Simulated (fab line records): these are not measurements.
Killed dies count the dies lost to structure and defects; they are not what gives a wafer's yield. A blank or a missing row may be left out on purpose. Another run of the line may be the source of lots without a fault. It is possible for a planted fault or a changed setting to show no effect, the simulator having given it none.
Problem report in the 8D (eight disciplines) form, filled by code    flow sky130    the parts of the form that need people (team, actions taken, sign-off) are left out

== 1. WHAT IS WRONG ==
FIELD_ISO_CVD_24_THK at SKY_FIELD_ISO_THK_MEAS_25 reads a mean of 634 nm on 2 wafers of 2 lots; wafers without a fault read 593 nm with a standard deviation of 7.1. That puts it +5.8 standard deviations away from the usual mean.
The first sign was on wafer L635.3 at day 6 14:37, on film_metro-03. The record has a number at this step for 38 wafers belonging to 13 lots. Rule for "out", or "out of limits": more than 4 standard deviations from the usual mean. Any other wafer with a number is counted as sound.

== 2. WHAT THIS IS AND IS NOT ==
question                     is                            is not
which readings at this step  FIELD_ISO_CVD_24_THK          -
which lots                   L635, L638                    L615, L616, L617, L620, L621, L622, L623, L625, L627, L628, L632
which wafers of those lots   L635.3, L638.4                L635.1, L638.2, L638.6
read on which gauges         film_metro-02, film_metro-03  film_metro-01
when                         from day 6 14:37              up to then (34 sound wafers); but 2 sound wafers of L638 came after

== 3. THE SUSPECTS, EACH WITH WHAT RULES IT OUT ==
Counting: any tool at a process step up to the reading remains a suspect provided it ran every lot that is out. Sound lots after the first of them don't rule it out here, since some wafers of a struck lot are sound.
- the gauge at SKY_FIELD_ISO_THK_MEAS_25: ruled out. 2 gauges (film_metro-02, film_metro-03) read the wafers that are out.
- hdpcvd-02 at SKY_FIELD_ISO_CVD_24 (deposits SiO2, target thk 595 nm, time 99.2 s): kept. Ran every lot that is out, first one L635 (day 6 14:32); last sound lot up to then L627 (day 4 21:05).
Remaining after the count: hdpcvd-02 at SKY_FIELD_ISO_CVD_24.

== 4. THE CAUSE (what the simulator had put in) ==
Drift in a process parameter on hdpcvd-02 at SKY_FIELD_ISO_CVD_24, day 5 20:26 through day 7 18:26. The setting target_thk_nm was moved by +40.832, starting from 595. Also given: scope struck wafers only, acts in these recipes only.
Only this tool survived the counting.

== 5. THE EFFECT CHAIN, in route order ==
Each row: a reading where the mean over the struck wafers with a number is more than 3 standard deviations away from the usual. Scope: only readings with a usual standard deviation given in the record; hours: median across lots of the time from each lot's start at the first step in this table that gives one to its start at this step; sigmas: change in usual standard deviations.
hours  step                       reading               usual   on struck wafers  change  sigmas
0      SKY_FIELD_ISO_THK_MEAS_25  FIELD_ISO_CVD_24_THK  593 nm  634               +42     +5.8
Later measuring or inspecting steps at which every struck wafer that the step has a row for has a number for every such reading, and none has moved that far: SKY_NWELL_OVL_MEAS_10.

== 6. WHAT WOULD HAVE CAUGHT IT SOONER ==
Counted from the fault's start at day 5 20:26, it took 18 hours until the first out-of-limits reading at a measuring or inspecting step in this record, taken at day 6 14:37.
Of the lots that are out (2), L638 began SKY_FIELD_ISO_CVD_24 on hdpcvd-02 after day 6 14:37. A tool hold placed at that time would have kept it from harm.
